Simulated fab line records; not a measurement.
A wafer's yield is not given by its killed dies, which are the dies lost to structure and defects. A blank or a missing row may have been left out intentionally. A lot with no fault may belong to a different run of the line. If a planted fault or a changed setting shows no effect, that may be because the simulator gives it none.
fab line records || flow sky130
[record] {"lots": 7, "wafers": 21, "last-day": 51}
route steps=708 shown VIA3@577
lots untouched by any fault: they come from a run of this same line in which no faults occurred
start-h: start of the lot's first displayed wafer, in hours after the record's first day || wait-h: how many hours have passed since the lot's step before this one || " as in the row above || L1.1+2: one row covering several wafers at once || - no value, or no start given || * or withheld: withheld || < > ~ a bound
route shown NAME@n: a module of which the file shows steps, and the number in the route of the first || usual: mean/standard deviation of fault-free wafers || same: alike in all rows || chamber/n: place in a boat || sites: readings site by site || _std_site: how widely they spread, as a standard deviation || _edge_site: outer sites' mean less inner sites' || radius-mm: how far each site lies from the wafer's centre || mask NAME#n: copy n || behind: the last tool/chamber to shape the wafer || hold: reason for holding the lot/hours on hold/outcome of the hold || device: transistor that didn't switch, given as n, p or np || end of line: the same wafers' tests at the end of the route || where a step has no rows: the recipe by itself || killed: not the wafer's yield, but the dies lost to structure and defects at the first sort || map: dies across one wafer; x = killed, . = not, _ = none there
set.NAME: the run value of the setting; set.NAME@STEP: its run value at that earlier step || model.NAME: the simulator's own value behind a step, which no gauge read
lots at selected steps of the route; one table per step, one row per wafer
services: from which hour (start-h, from the record's first day; less than 0 if before it) a tool's chamber was out of use, for how many hours, and why
[[steps]]
[step SKY_VIA3_DEHYDRATE_04]
[recipe] {"temp-c": 200, "time-s": 60}
[step SKY_VIA3_HMDS_05]
[recipe] {"prime-time-s": 60, "prime-temp-c": 120}
[step SKY_VIA3_COAT_06]
[recipe] {"resist": "BARC", "temp-c": "withheld", "time-s": "withheld", "spin-rpm": 3000, "resist-thk-nm": 60}
[step SKY_VIA3_COAT_07]
[recipe] {"resist": "KrF-thick", "spin-rpm": 3000, "resist-thk-nm": 450}
[step SKY_VIA3_SOFTBAKE_08]
[recipe] {"temp-c": 100, "time-s": 90, "resist": "KrF-thick"}
[step SKY_VIA3_EXPOSE_09]
[recipe] {"mask-id": "VIM3", "na": 0.8, "source-shape": "annular", "sigma-inner": 0.55, "sigma-outer": 0.85, "target-cd-nm": 200, "dose-mj": 38}
[step SKY_VIA3_PEB_10]
[recipe] {"peb-temp-c": "withheld", "peb-time-s": "withheld", "resist": "KrF-thick"}
[step SKY_VIA3_DEVELOP_11]
[recipe] {"develop-time-s": 60, "resist": "KrF-thick", "dev-temp-c": 21}
[step SKY_VIA3_CD_MEAS_12]
[recipe] {"target-cd-nm": 200}
[usual] {"cd-nm": "200.4/1.3"}
{"lot.wafer": "L647.1", "tool": "cd-sem-02", "chamber": "-", "start-h": 1000.68, "wait-h": "-", "cd-nm": 201.0}
{"lot.wafer": "L647.2", "tool": "cd-sem-02", "chamber": "-", "start-h": 1000.68, "wait-h": "-", "cd-nm": 200.1}
{"lot.wafer": "L647.4", "tool": "cd-sem-02", "chamber": "-", "start-h": 1000.68, "wait-h": "-", "cd-nm": 200.1}
{"lot.wafer": "L648.2", "tool": "cd-sem-02", "chamber": "-", "start-h": 1003.38, "wait-h": "-", "cd-nm": 204.3}
{"lot.wafer": "L648.5", "tool": "cd-sem-02", "chamber": "-", "start-h": 1003.38, "wait-h": "-", "cd-nm": 202.7}
{"lot.wafer": "L648.6", "tool": "cd-sem-02", "chamber": "-", "start-h": 1003.38, "wait-h": "-", "cd-nm": 202.0}
{"lot.wafer": "L652.1", "tool": "cd-sem-01", "chamber": "-", "start-h": 1026.28, "wait-h": "-", "cd-nm": 201.4}
{"lot.wafer": "L652.5", "tool": "cd-sem-01", "chamber": "-", "start-h": 1026.28, "wait-h": "-", "cd-nm": 201.6}
{"lot.wafer": "L652.6", "tool": "cd-sem-01", "chamber": "-", "start-h": 1026.28, "wait-h": "-", "cd-nm": 201.3}
{"lot.wafer": "L653.2", "tool": "cd-sem-02", "chamber": "-", "start-h": 1044.26, "wait-h": "-", "cd-nm": 199.0}
{"lot.wafer": "L653.3", "tool": "cd-sem-02", "chamber": "-", "start-h": 1044.26, "wait-h": "-", "cd-nm": 199.0}
{"lot.wafer": "L653.6", "tool": "cd-sem-02", "chamber": "-", "start-h": 1044.26, "wait-h": "-", "cd-nm": 198.3}
{"lot.wafer": "L654.2", "tool": "cd-sem-02", "chamber": "-", "start-h": 1047.76, "wait-h": "-", "cd-nm": 200.2}
{"lot.wafer": "L654.3", "tool": "cd-sem-02", "chamber": "-", "start-h": 1047.76, "wait-h": "-", "cd-nm": 200.0}
{"lot.wafer": "L654.5", "tool": "cd-sem-02", "chamber": "-", "start-h": 1047.76, "wait-h": "-", "cd-nm": 200.7}
{"lot.wafer": "L659.2", "tool": "cd-sem-02", "chamber": "-", "start-h": 1092.80, "wait-h": "-", "cd-nm": 201.3}
{"lot.wafer": "L659.5", "tool": "cd-sem-02", "chamber": "-", "start-h": 1092.80, "wait-h": "-", "cd-nm": 200.3}
{"lot.wafer": "L659.6", "tool": "cd-sem-02", "chamber": "-", "start-h": 1092.80, "wait-h": "-", "cd-nm": 200.0}
{"lot.wafer": "L662.1", "tool": "cd-sem-02", "chamber": "-", "start-h": 1096.79, "wait-h": "-", "cd-nm": 199.0}
{"lot.wafer": "L662.2", "tool": "cd-sem-02", "chamber": "-", "start-h": 1096.79, "wait-h": "-", "cd-nm": 197.3}
{"lot.wafer": "L662.3", "tool": "cd-sem-02", "chamber": "-", "start-h": 1096.79, "wait-h": "-", "cd-nm": 196.6}
[step SKY_VIA3_OVL_MEAS_13]
[usual] {"VIA3_OVL": "4/6.2"}
{"lot.wafer": "L647.1", "tool": "overlay-01", "chamber": "-", "start-h": 1000.80, "wait-h": 0.1, "VIA3_OVL[nm]": -7}
{"lot.wafer": "L647.2", "tool": "overlay-01", "chamber": "-", "start-h": 1000.80, "wait-h": 0.1, "VIA3_OVL[nm]": 8}
{"lot.wafer": "L647.4", "tool": "overlay-01", "chamber": "-", "start-h": 1000.80, "wait-h": 0.1, "VIA3_OVL[nm]": 2}
{"lot.wafer": "L648.2", "tool": "overlay-02", "chamber": "-", "start-h": 1003.49, "wait-h": 0.1, "VIA3_OVL[nm]": 6}
{"lot.wafer": "L648.5", "tool": "overlay-02", "chamber": "-", "start-h": 1003.49, "wait-h": 0.1, "VIA3_OVL[nm]": 0}
{"lot.wafer": "L648.6", "tool": "overlay-02", "chamber": "-", "start-h": 1003.49, "wait-h": 0.1, "VIA3_OVL[nm]": 1}
{"lot.wafer": "L652.1", "tool": "overlay-01", "chamber": "-", "start-h": 1026.40, "wait-h": 0.1, "VIA3_OVL[nm]": 1}
{"lot.wafer": "L652.5", "tool": "overlay-01", "chamber": "-", "start-h": 1026.40, "wait-h": 0.1, "VIA3_OVL[nm]": -1}
{"lot.wafer": "L652.6", "tool": "overlay-01", "chamber": "-", "start-h": 1026.40, "wait-h": 0.1, "VIA3_OVL[nm]": -1}
{"lot.wafer": "L653.2", "tool": "overlay-01", "chamber": "-", "start-h": 1044.37, "wait-h": 0.1, "VIA3_OVL[nm]": 7}
{"lot.wafer": "L653.3", "tool": "overlay-01", "chamber": "-", "start-h": 1044.37, "wait-h": 0.1, "VIA3_OVL[nm]": 5}
{"lot.wafer": "L653.6", "tool": "overlay-01", "chamber": "-", "start-h": 1044.37, "wait-h": 0.1, "VIA3_OVL[nm]": -6}
{"lot.wafer": "L654.2", "tool": "overlay-02", "chamber": "-", "start-h": 1047.87, "wait-h": 0.1, "VIA3_OVL[nm]": 0}
{"lot.wafer": "L654.3", "tool": "overlay-02", "chamber": "-", "start-h": 1047.87, "wait-h": 0.1, "VIA3_OVL[nm]": 5}
{"lot.wafer": "L654.5", "tool": "overlay-02", "chamber": "-", "start-h": 1047.87, "wait-h": 0.1, "VIA3_OVL[nm]": -5}
{"lot.wafer": "L659.2", "tool": "overlay-01", "chamber": "-", "start-h": 1092.90, "wait-h": 0.1, "VIA3_OVL[nm]": -1}
{"lot.wafer": "L659.5", "tool": "overlay-01", "chamber": "-", "start-h": 1092.90, "wait-h": 0.1, "VIA3_OVL[nm]": 1}
{"lot.wafer": "L659.6", "tool": "overlay-01", "chamber": "-", "start-h": 1092.90, "wait-h": 0.1, "VIA3_OVL[nm]": 2}
{"lot.wafer": "L662.1", "tool": "overlay-02", "chamber": "-", "start-h": 1096.91, "wait-h": 0.1, "VIA3_OVL[nm]": -5}
{"lot.wafer": "L662.2", "tool": "overlay-02", "chamber": "-", "start-h": 1096.91, "wait-h": 0.1, "VIA3_OVL[nm]": 5}
{"lot.wafer": "L662.3", "tool": "overlay-02", "chamber": "-", "start-h": 1096.91, "wait-h": 0.1, "VIA3_OVL[nm]": -3}
[step SKY_VIA3_ETCH_14]
[recipe] {"chemistry": "N2/H2", "target": "BARC", "ion-energy-ev": 200, "source-w": 500, "bias-w": 100, "pressure-mtorr": 30, "n2-flow-sccm": 100, "h2-flow-sccm": 200, "stop-on": "SiO2", "time-s": 45.9, "target-depth-a": 600}
[usual] {"drypump-motor-current-A": "5.7/0.41", "oes-product-au": "0.855/0.0048", "throttle-valve-pct": "13.226/0.0084"}
[same] {"time-s": 45.9}
{"lot.wafer": "L647.1", "tool": "rie-diel-02", "chamber": 0, "start-h": 1000.83, "wait-h": 0.0, "drypump-motor-current-A": 5.3, "oes-product-au": 0.859, "rf-hours-counter-h": 10, "throttle-valve-pct": 13.223}
{"lot.wafer": "L647.2", "tool": "rie-diel-02", "chamber": 2, "start-h": 1000.83, "wait-h": 0.0, "drypump-motor-current-A": 4.9, "oes-product-au": 0.858, "rf-hours-counter-h": 20, "throttle-valve-pct": 13.212}
{"lot.wafer": "L647.4", "tool": "rie-diel-02", "chamber": 1, "start-h": 1000.83, "wait-h": 0.0, "drypump-motor-current-A": 5.5, "oes-product-au": 0.855, "rf-hours-counter-h": "-", "throttle-valve-pct": 13.239}
{"lot.wafer": "L648.2", "tool": "rie-diel-03", "chamber": 1, "start-h": 1003.52, "wait-h": 0.0, "drypump-motor-current-A": 5.5, "oes-product-au": 0.850, "rf-hours-counter-h": 17, "throttle-valve-pct": 13.233}
{"lot.wafer": "L648.5", "tool": "rie-diel-03", "chamber": 1, "start-h": 1003.52, "wait-h": 0.0, "drypump-motor-current-A": 5.5, "oes-product-au": 0.857, "rf-hours-counter-h": "-", "throttle-valve-pct": 13.220}
{"lot.wafer": "L648.6", "tool": "rie-diel-03", "chamber": 0, "start-h": 1003.52, "wait-h": 0.0, "drypump-motor-current-A": 5.8, "oes-product-au": 0.863, "rf-hours-counter-h": "-", "throttle-valve-pct": 13.239}
{"lot.wafer": "L652.1", "tool": "rie-diel-02", "chamber": 0, "start-h": 1026.43, "wait-h": 0.0, "drypump-motor-current-A": 5.3, "oes-product-au": 0.863, "rf-hours-counter-h": 12, "throttle-valve-pct": 13.234}
{"lot.wafer": "L652.5", "tool": "rie-diel-02", "chamber": 3, "start-h": 1026.43, "wait-h": 0.0, "drypump-motor-current-A": 5.8, "oes-product-au": 0.860, "rf-hours-counter-h": "-", "throttle-valve-pct": 13.226}
{"lot.wafer": "L652.6", "tool": "rie-diel-02", "chamber": 0, "start-h": 1026.43, "wait-h": 0.0, "drypump-motor-current-A": 5.3, "oes-product-au": 0.853, "rf-hours-counter-h": "-", "throttle-valve-pct": 13.228}
{"lot.wafer": "L653.2", "tool": "rie-diel-02", "chamber": 3, "start-h": 1044.40, "wait-h": 0.0, "drypump-motor-current-A": 5.8, "oes-product-au": 0.855, "rf-hours-counter-h": 1, "throttle-valve-pct": 13.225}
{"lot.wafer": "L653.3", "tool": "rie-diel-02", "chamber": 0, "start-h": 1044.40, "wait-h": 0.0, "drypump-motor-current-A": 5.2, "oes-product-au": 0.848, "rf-hours-counter-h": 12, "throttle-valve-pct": 13.224}
{"lot.wafer": "L653.6", "tool": "rie-diel-02", "chamber": 1, "start-h": 1044.40, "wait-h": 0.0, "drypump-motor-current-A": 5.5, "oes-product-au": 0.857, "rf-hours-counter-h": "-", "throttle-valve-pct": 13.236}
{"lot.wafer": "L654.2", "tool": "rie-diel-03", "chamber": 1, "start-h": 1047.90, "wait-h": 0.0, "drypump-motor-current-A": 5.5, "oes-product-au": 0.863, "rf-hours-counter-h": 18, "throttle-valve-pct": 13.229}
{"lot.wafer": "L654.3", "tool": "rie-diel-03", "chamber": 3, "start-h": 1047.90, "wait-h": 0.0, "drypump-motor-current-A": 5.8, "oes-product-au": 0.854, "rf-hours-counter-h": 14, "throttle-valve-pct": 13.225}
{"lot.wafer": "L654.5", "tool": "rie-diel-03", "chamber": 2, "start-h": 1047.90, "wait-h": 0.0, "drypump-motor-current-A": 6.4, "oes-product-au": 0.862, "rf-hours-counter-h": "-", "throttle-valve-pct": 13.226}
{"lot.wafer": "L659.2", "tool": "rie-diel-03", "chamber": 2, "start-h": 1092.93, "wait-h": 0.0, "drypump-motor-current-A": 6.4, "oes-product-au": 0.855, "rf-hours-counter-h": 4, "throttle-valve-pct": 13.224}
{"lot.wafer": "L659.5", "tool": "rie-diel-03", "chamber": 1, "start-h": 1092.93, "wait-h": 0.0, "drypump-motor-current-A": 5.5, "oes-product-au": 0.854, "rf-hours-counter-h": "-", "throttle-valve-pct": 13.229}
{"lot.wafer": "L659.6", "tool": "rie-diel-03", "chamber": 0, "start-h": 1092.93, "wait-h": 0.0, "drypump-motor-current-A": 5.7, "oes-product-au": 0.862, "rf-hours-counter-h": "-", "throttle-valve-pct": 13.230}
{"lot.wafer": "L662.1", "tool": "rie-diel-03", "chamber": 2, "start-h": 1096.95, "wait-h": 0.0, "drypump-motor-current-A": 6.4, "oes-product-au": 0.846, "rf-hours-counter-h": 4, "throttle-valve-pct": 13.235}
{"lot.wafer": "L662.2", "tool": "rie-diel-03", "chamber": 0, "start-h": 1096.95, "wait-h": 0.0, "drypump-motor-current-A": 5.7, "oes-product-au": 0.850, "rf-hours-counter-h": 2, "throttle-valve-pct": 13.219}
{"lot.wafer": "L662.3", "tool": "rie-diel-03", "chamber": 3, "start-h": 1096.95, "wait-h": 0.0, "drypump-motor-current-A": 5.8, "oes-product-au": 0.853, "rf-hours-counter-h": 16, "throttle-valve-pct": 13.222}
[step SKY_VIA3_ETCH_15]
[recipe] {"target": "SiO2", "chemistry": "C4F8/O2/Ar", "target-depth-nm": 507, "stop-on": "TiN", "mask-material": "KrF-thick", "source-w": 1500, "bias-w": 1200, "pressure-mtorr": 40, "c4f8-flow-sccm": "withheld", "O2_flow_sccm": 6, "Ar_flow_sccm": 300, "time-s": 78}
[usual] {"oes-product-au": "0.946/0.0049"}
[same] {"time-s": 78}
{"lot.wafer": "L647.1", "tool": "rie-diel-02", "chamber": 0, "start-h": 1000.87, "wait-h": 0.0, "oes-product-au": 0.944}
{"lot.wafer": "L647.2", "tool": "rie-diel-02", "chamber": 2, "start-h": 1000.87, "wait-h": 0.0, "oes-product-au": 0.945}
{"lot.wafer": "L647.4", "tool": "rie-diel-02", "chamber": 1, "start-h": 1000.87, "wait-h": 0.0, "oes-product-au": 0.940}
{"lot.wafer": "L648.2", "tool": "rie-diel-03", "chamber": 1, "start-h": 1003.56, "wait-h": 0.0, "oes-product-au": 0.950}
{"lot.wafer": "L648.5", "tool": "rie-diel-03", "chamber": 1, "start-h": 1003.56, "wait-h": 0.0, "oes-product-au": 0.952}
{"lot.wafer": "L648.6", "tool": "rie-diel-03", "chamber": 0, "start-h": 1003.56, "wait-h": 0.0, "oes-product-au": 0.938}
{"lot.wafer": "L652.1", "tool": "rie-diel-02", "chamber": 0, "start-h": 1026.47, "wait-h": 0.0, "oes-product-au": 0.947}
{"lot.wafer": "L652.5", "tool": "rie-diel-02", "chamber": 3, "start-h": 1026.47, "wait-h": 0.0, "oes-product-au": 0.947}
{"lot.wafer": "L652.6", "tool": "rie-diel-02", "chamber": 0, "start-h": 1026.47, "wait-h": 0.0, "oes-product-au": 0.944}
{"lot.wafer": "L653.2", "tool": "rie-diel-02", "chamber": 3, "start-h": 1044.44, "wait-h": 0.0, "oes-product-au": 0.944}
{"lot.wafer": "L653.3", "tool": "rie-diel-02", "chamber": 0, "start-h": 1044.44, "wait-h": 0.0, "oes-product-au": 0.947}
{"lot.wafer": "L653.6", "tool": "rie-diel-02", "chamber": 1, "start-h": 1044.44, "wait-h": 0.0, "oes-product-au": 0.950}
{"lot.wafer": "L654.2", "tool": "rie-diel-03", "chamber": 1, "start-h": 1047.94, "wait-h": 0.0, "oes-product-au": 0.942}
{"lot.wafer": "L654.3", "tool": "rie-diel-03", "chamber": 3, "start-h": 1047.94, "wait-h": 0.0, "oes-product-au": 0.960}
{"lot.wafer": "L654.5", "tool": "rie-diel-03", "chamber": 2, "start-h": 1047.94, "wait-h": 0.0, "oes-product-au": 0.950}
{"lot.wafer": "L659.2", "tool": "rie-diel-03", "chamber": 2, "start-h": 1092.97, "wait-h": 0.0, "oes-product-au": 0.944}
{"lot.wafer": "L659.5", "tool": "rie-diel-03", "chamber": 1, "start-h": 1092.97, "wait-h": 0.0, "oes-product-au": 0.947}
{"lot.wafer": "L659.6", "tool": "rie-diel-03", "chamber": 0, "start-h": 1092.97, "wait-h": 0.0, "oes-product-au": 0.940}
{"lot.wafer": "L662.1", "tool": "rie-diel-03", "chamber": 2, "start-h": 1096.99, "wait-h": 0.0, "oes-product-au": 0.939}
{"lot.wafer": "L662.2", "tool": "rie-diel-03", "chamber": 0, "start-h": 1096.99, "wait-h": 0.0, "oes-product-au": 0.941}
{"lot.wafer": "L662.3", "tool": "rie-diel-03", "chamber": 3, "start-h": 1096.99, "wait-h": 0.0, "oes-product-au": 0.941}
[step SKY_VIA3_STRIP_16]
[recipe] {"chemistry": "O2/N2", "power-w": 1400, "pressure-mtorr": 1500, "platen-temp-c": "withheld", "o2-flow-sccm": 3000, "n2-flow-sccm": 300, "overash-fraction": 0.5}
[usual] {"chamber-pressure-mTorr": "1500.1/1.5", "drypump-motor-current-A": "6.0/0.52", "oes-product-au": "0.402/0.0044", "strip-time-to-endpoint-s": "4.127/0.021"}
{"lot.wafer": "L647.1", "tool": "plasma-asher-03", "chamber": 0, "start-h": 1000.93, "wait-h": 0.0, "chamber-pressure-mTorr": 1498.3, "drypump-motor-current-A": 5.3, "oes-product-au": 0.400, "rf-hours-counter-h": 111, "strip-time-to-endpoint-s": 4.130, "model.KrF-thick_of_VIA3_COAT_07.thk-nm": 0}
{"lot.wafer": "L647.2", "tool": "plasma-asher-03", "chamber": 1, "start-h": 1000.93, "wait-h": 0.0, "chamber-pressure-mTorr": 1497.6, "drypump-motor-current-A": 6.4, "oes-product-au": 0.397, "rf-hours-counter-h": 111, "strip-time-to-endpoint-s": 4.139, "model.KrF-thick_of_VIA3_COAT_07.thk-nm": 0}
{"lot.wafer": "L647.4", "tool": "plasma-asher-03", "chamber": 1, "start-h": 1000.93, "wait-h": 0.0, "chamber-pressure-mTorr": 1501.7, "drypump-motor-current-A": 6.4, "oes-product-au": 0.408, "rf-hours-counter-h": "-", "strip-time-to-endpoint-s": 4.133, "model.KrF-thick_of_VIA3_COAT_07.thk-nm": 0}
{"lot.wafer": "L648.2", "tool": "plasma-asher-02", "chamber": 0, "start-h": 1003.62, "wait-h": 0.0, "chamber-pressure-mTorr": 1499.5, "drypump-motor-current-A": 5.4, "oes-product-au": 0.404, "rf-hours-counter-h": 55, "strip-time-to-endpoint-s": 4.137, "model.KrF-thick_of_VIA3_COAT_07.thk-nm": 0}
{"lot.wafer": "L648.5", "tool": "plasma-asher-02", "chamber": 0, "start-h": 1003.62, "wait-h": 0.0, "chamber-pressure-mTorr": 1500.4, "drypump-motor-current-A": 5.4, "oes-product-au": 0.409, "rf-hours-counter-h": "-", "strip-time-to-endpoint-s": 4.137, "model.KrF-thick_of_VIA3_COAT_07.thk-nm": 0}
{"lot.wafer": "L648.6", "tool": "plasma-asher-02", "chamber": 1, "start-h": 1003.62, "wait-h": 0.0, "chamber-pressure-mTorr": 1499.3, "drypump-motor-current-A": 5.4, "oes-product-au": 0.401, "rf-hours-counter-h": "-", "strip-time-to-endpoint-s": 4.132, "model.KrF-thick_of_VIA3_COAT_07.thk-nm": 0}
{"lot.wafer": "L652.1", "tool": "plasma-asher-01", "chamber": 0, "start-h": 1026.53, "wait-h": 0.0, "chamber-pressure-mTorr": "-", "drypump-motor-current-A": "-", "oes-product-au": "-", "rf-hours-counter-h": "-", "strip-time-to-endpoint-s": "-", "model.KrF-thick_of_VIA3_COAT_07.thk-nm": 291.1}
{"lot.wafer": "L652.5", "tool": "plasma-asher-01", "chamber": 1, "start-h": 1026.53, "wait-h": 0.0, "chamber-pressure-mTorr": "-", "drypump-motor-current-A": "-", "oes-product-au": "-", "rf-hours-counter-h": "-", "strip-time-to-endpoint-s": "-", "model.KrF-thick_of_VIA3_COAT_07.thk-nm": 289.6}
{"lot.wafer": "L652.6", "tool": "plasma-asher-01", "chamber": 0, "start-h": 1026.53, "wait-h": 0.0, "chamber-pressure-mTorr": "-", "drypump-motor-current-A": "-", "oes-product-au": "-", "rf-hours-counter-h": "-", "strip-time-to-endpoint-s": "-", "model.KrF-thick_of_VIA3_COAT_07.thk-nm": 290.9}
{"lot.wafer": "L653.2", "tool": "plasma-asher-01", "chamber": 0, "start-h": 1044.50, "wait-h": 0.0, "chamber-pressure-mTorr": "-", "drypump-motor-current-A": "-", "oes-product-au": "-", "rf-hours-counter-h": "-", "strip-time-to-endpoint-s": "-", "model.KrF-thick_of_VIA3_COAT_07.thk-nm": 288.3}
{"lot.wafer": "L653.3", "tool": "plasma-asher-01", "chamber": 1, "start-h": 1044.50, "wait-h": 0.0, "chamber-pressure-mTorr": "-", "drypump-motor-current-A": "-", "oes-product-au": "-", "rf-hours-counter-h": "-", "strip-time-to-endpoint-s": "-", "model.KrF-thick_of_VIA3_COAT_07.thk-nm": 288.7}
{"lot.wafer": "L653.6", "tool": "plasma-asher-01", "chamber": 0, "start-h": 1044.50, "wait-h": 0.0, "chamber-pressure-mTorr": "-", "drypump-motor-current-A": "-", "oes-product-au": "-", "rf-hours-counter-h": "-", "strip-time-to-endpoint-s": "-", "model.KrF-thick_of_VIA3_COAT_07.thk-nm": 291.6}
{"lot.wafer": "L654.2", "tool": "plasma-asher-03", "chamber": 0, "start-h": 1048.00, "wait-h": 0.0, "chamber-pressure-mTorr": "-", "drypump-motor-current-A": "-", "oes-product-au": "-", "rf-hours-counter-h": "-", "strip-time-to-endpoint-s": "-", "model.KrF-thick_of_VIA3_COAT_07.thk-nm": 288.1}
{"lot.wafer": "L654.3", "tool": "plasma-asher-03", "chamber": 0, "start-h": 1048.00, "wait-h": 0.0, "chamber-pressure-mTorr": "-", "drypump-motor-current-A": "-", "oes-product-au": "-", "rf-hours-counter-h": "-", "strip-time-to-endpoint-s": "-", "model.KrF-thick_of_VIA3_COAT_07.thk-nm": 289.5}
{"lot.wafer": "L654.5", "tool": "plasma-asher-03", "chamber": 1, "start-h": 1048.00, "wait-h": 0.0, "chamber-pressure-mTorr": "-", "drypump-motor-current-A": "-", "oes-product-au": "-", "rf-hours-counter-h": "-", "strip-time-to-endpoint-s": "-", "model.KrF-thick_of_VIA3_COAT_07.thk-nm": 292.8}
{"lot.wafer": "L659.2", "tool": "plasma-asher-01", "chamber": 1, "start-h": 1093.03, "wait-h": 0.0, "chamber-pressure-mTorr": 1499.3, "drypump-motor-current-A": 6.5, "oes-product-au": 0.404, "rf-hours-counter-h": 101, "strip-time-to-endpoint-s": 4.106, "model.KrF-thick_of_VIA3_COAT_07.thk-nm": 0}
{"lot.wafer": "L659.5", "tool": "plasma-asher-01", "chamber": 0, "start-h": 1093.03, "wait-h": 0.0, "chamber-pressure-mTorr": 1501.7, "drypump-motor-current-A": 6.5, "oes-product-au": 0.399, "rf-hours-counter-h": "-", "strip-time-to-endpoint-s": 4.108, "model.KrF-thick_of_VIA3_COAT_07.thk-nm": 0}
{"lot.wafer": "L659.6", "tool": "plasma-asher-01", "chamber": 1, "start-h": 1093.03, "wait-h": 0.0, "chamber-pressure-mTorr": 1500.8, "drypump-motor-current-A": 6.5, "oes-product-au": 0.407, "rf-hours-counter-h": "-", "strip-time-to-endpoint-s": 4.154, "model.KrF-thick_of_VIA3_COAT_07.thk-nm": 0}
{"lot.wafer": "L662.1", "tool": "plasma-asher-02", "chamber": 0, "start-h": 1097.05, "wait-h": 0.0, "chamber-pressure-mTorr": 1498.1, "drypump-motor-current-A": 5.5, "oes-product-au": 0.407, "rf-hours-counter-h": 64, "strip-time-to-endpoint-s": 4.126, "model.KrF-thick_of_VIA3_COAT_07.thk-nm": 0}
{"lot.wafer": "L662.2", "tool": "plasma-asher-02", "chamber": 1, "start-h": 1097.05, "wait-h": 0.0, "chamber-pressure-mTorr": 1501.7, "drypump-motor-current-A": 5.4, "oes-product-au": 0.397, "rf-hours-counter-h": 64, "strip-time-to-endpoint-s": 4.160, "model.KrF-thick_of_VIA3_COAT_07.thk-nm": 0}
{"lot.wafer": "L662.3", "tool": "plasma-asher-02", "chamber": 0, "start-h": 1097.05, "wait-h": 0.0, "chamber-pressure-mTorr": 1500.7, "drypump-motor-current-A": 5.4, "oes-product-au": 0.401, "rf-hours-counter-h": "-", "strip-time-to-endpoint-s": 4.110, "model.KrF-thick_of_VIA3_COAT_07.thk-nm": 0}
[step SKY_VIA3_STRIP_17]
[recipe] {"chemistry": "post-etch-residue-remover", "time-s": 1200, "temp-c": 72.5}
[[services]]
{"tool": "rie-diel-02", "chamber": 3, "start-h": 991.38, "hours": "-", "kind": "clean"}
{"tool": "rie-diel-02", "chamber": 3, "start-h": 991.38, "hours": 31.7, "kind": "scheduled-down"}
{"tool": "rie-diel-02", "chamber": 3, "start-h": 991.38, "hours": 31.7, "kind": "vent-cycle"}
{"tool": "rie-diel-02", "chamber": 2, "start-h": 1003.77, "hours": 11.6, "kind": "repair"}
{"tool": "rie-diel-03", "chamber": 0, "start-h": 1012.27, "hours": "-", "kind": "clean"}
{"tool": "rie-diel-03", "chamber": 0, "start-h": 1012.27, "hours": 16.3, "kind": "scheduled-down"}
{"tool": "rie-diel-03", "chamber": 0, "start-h": 1012.27, "hours": 16.3, "kind": "vent-cycle"}
{"tool": "rie-diel-03", "chamber": "-", "start-h": 1028.05, "hours": 0.4, "kind": "repair"}
{"tool": "rie-diel-03", "chamber": 3, "start-h": 1039.49, "hours": 2.2, "kind": "repair"}
{"tool": "plasma-asher-03", "chamber": "-", "start-h": 1055.25, "hours": 9.0, "kind": "pm"}
{"tool": "plasma-asher-03", "chamber": 0, "start-h": 1055.25, "hours": 9.0, "kind": "vent-cycle"}
{"tool": "plasma-asher-03", "chamber": 1, "start-h": 1055.25, "hours": 9.0, "kind": "vent-cycle"}
{"tool": "rie-diel-03", "chamber": 1, "start-h": 1058.59, "hours": 1.6, "kind": "repair"}
{"tool": "plasma-asher-03", "chamber": 0, "start-h": 1064.25, "hours": "-", "kind": "clean"}
{"tool": "plasma-asher-03", "chamber": 1, "start-h": 1064.25, "hours": "-", "kind": "clean"}
{"tool": "plasma-asher-03", "chamber": "-", "start-h": 1076.97, "hours": 12.3, "kind": "repair"}
{"tool": "rie-diel-03", "chamber": "-", "start-h": 1078.68, "hours": 1.5, "kind": "repair"}
{"tool": "rie-diel-02", "chamber": 3, "start-h": 1089.13, "hours": 14.8, "kind": "repair"}
{"tool": "plasma-asher-03", "chamber": "-", "start-h": 1095.47, "hours": 7.5, "kind": "repair"}
[[key]]
[first-sign] {"step": "SKY_VIA3_STRIP_16", "reading": "tool-record", "direction": "missing"}
effect none on later readings
[model-effect] {"step": "SKY_VIA3_STRIP_16", "value": "KrF-thick_of_VIA3_COAT_07.thk-nm", "without": 0, "struck": 290.1}
met-at SKY_VIA3_STRIP_16
struck-wafers L652.1,L652.5,L652.6,L653.2,L653.3,L653.6,L654.2,L654.3,L654.5
later-rows-left-out L652.1,L652.5,L652.6,L653.2,L653.3,L653.6,L654.2,L654.3,L654.5
sort-left-out L652.1,L652.5,L652.6,L653.2,L653.3,L653.6,L654.2,L654.3,L654.5
onset-between 1000.93 1026.53
[fault] {"kind": "skipped-step-whole", "tool": "plasma-asher-01,plasma-asher-03", "chamber": "-", "onset-h": 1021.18, "steps": "SKY_VIA3_STRIP_16", "scope": "struck-lots-only"}
// sort-left-out: the simulated sort isn't trusted on such a fault, so these wafers' sort isn't shown, and their yield isn't known
// later-rows-left-out: the simulator's readings of these wafers behind a module that went badly wrong aren't trusted and aren't shown, but for the sort
